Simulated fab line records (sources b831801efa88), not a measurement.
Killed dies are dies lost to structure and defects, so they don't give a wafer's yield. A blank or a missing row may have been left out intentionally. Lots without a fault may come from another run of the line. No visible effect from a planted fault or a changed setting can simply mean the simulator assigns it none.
Which tool did it?    flow sky130    Sampling: 11 lots, 33 wafers, 4 of 708 route steps

WHAT THE GAUGES SHOWED, per wafer
SKY_SD_N_RS_MEAS_16: measures by four-point-probe.
lot   measured      on             SD_N_RS (ohm/sq)
L637  day 28 09:25  film_metro-03  68.85 68.82 68.69
L640  day 30 00:23  film_metro-01  68.46 68.70 68.54
L643  day 31 04:50  film_metro-01  68.36 68.44 68.33
L645  day 31 19:36  film_metro-02  66.21 66.04 66.30
L647  day 32 11:07  film_metro-01  65.98 66.13 66.15
L648  day 32 19:51  film_metro-03  68.60 68.60 68.58
L654  day 34 14:43  film_metro-01  68.53 68.37 68.59
L656  day 35 00:08  film_metro-01  68.45 68.50 68.41
L657  day 35 06:23  film_metro-02  68.45 68.70 68.56
L658  day 35 15:46  film_metro-03  68.78 68.90 68.71
L659  day 35 20:35  film_metro-02  68.60 68.50 68.46

EACH LOT AND THE TOOL THAT RAN IT (in order: tool; ch and the chambers of the sampled wafers; start)
lot   SKY_POLY_CUT_ETCH_10                SKY_POLY_CUT_STRIP_12                 SKY_SD_N_RTA_14
L637  rie_diel-01 ch 0,1,3, day 24 15:08  plasma_asher-03 ch 0,1, day 24 15:15  rtp_anneal-01 ch 0, day 28 09:12
L640  rie_diel-01 ch 0,2,3, day 26 06:44  plasma_asher-03 ch 0,1, day 26 06:51  rtp_anneal-02 ch 0, day 30 00:11
L643  rie_diel-03 ch 0,1,2, day 27 12:43  plasma_asher-03 ch 0,1, day 27 12:47  rtp_anneal-01 ch 0, day 31 04:40
L645  rie_diel-04 ch 1,2,3, day 28 04:13  plasma_asher-01 ch 0,1, day 28 04:17  rtp_anneal-01 ch 0, day 31 19:26
L647  rie_diel-01 ch 0,3, day 28 20:40    plasma_asher-03 ch 0,1, day 28 20:44  rtp_anneal-01 ch 0, day 32 10:56
L648  rie_diel-01 ch 0,1,3, day 29 04:37  plasma_asher-01 ch 0,1, day 29 04:42  rtp_anneal-02 ch 0, day 32 19:41
L654  rie_diel-01 ch 1,2,3, day 31 03:11  plasma_asher-01 ch 0,1, day 31 03:16  rtp_anneal-02 ch 0, day 34 14:30
L656  rie_diel-03 ch 1,2, day 31 13:58    plasma_asher-04 ch 0,1, day 31 14:04  rtp_anneal-02 ch 0, day 34 23:56
L657  rie_diel-04 ch 1,2,3, day 31 20:28  plasma_asher-04 ch 0,1, day 31 20:32  rtp_anneal-01 ch 0, day 35 06:11
L658  rie_diel-03 ch 0,1,2, day 32 07:05  plasma_asher-01 ch 0,1, day 32 07:10  rtp_anneal-02 ch 0, day 35 15:35
L659  rie_diel-03 ch 0,1,2, day 32 11:01  plasma_asher-01 ch 0,1, day 32 11:05  rtp_anneal-01 ch 0, day 35 20:25
- SKY_POLY_CUT_ETCH_10: etches BARC in N2/H2, stops on SiO2, time 45.9 s, target depth 60 nm.
- SKY_POLY_CUT_STRIP_12: strips in O2/N2.
- SKY_SD_N_RTA_14: time 2 s.

THE ANSWER, worked out from the rows above alone
Rule: usual is defined by the lots themselves. The widest of any qualifying gaps counts: lots, ordered by their means at a reading, are off when they make up no more than a third of the lots, leave a main group of 4 or more, and stand apart from it by 3 or more times the standard deviation of that group's means. If all means in a main group match to the digits the tables above print for the reading, that group is not used. A lot without any number at a reading at which 4 lots or more have one is off too. The other lots that the step has rows for count as sound.
Off: L645, L647, at SKY_SD_N_RS_MEAS_16 (SD_N_RS). For the main group the mean is 68.57 ohm/sq and the standard deviation 0.13.
A tool fits if, at a process step before that reading, it ran every lot that is off, and no sound lot after the first of them. Gauges at SKY_SD_N_RS_MEAS_16: tried the same way as those tools. Not one of the candidates tried fits.

WHAT THE SIMULATOR HAD INSERTED
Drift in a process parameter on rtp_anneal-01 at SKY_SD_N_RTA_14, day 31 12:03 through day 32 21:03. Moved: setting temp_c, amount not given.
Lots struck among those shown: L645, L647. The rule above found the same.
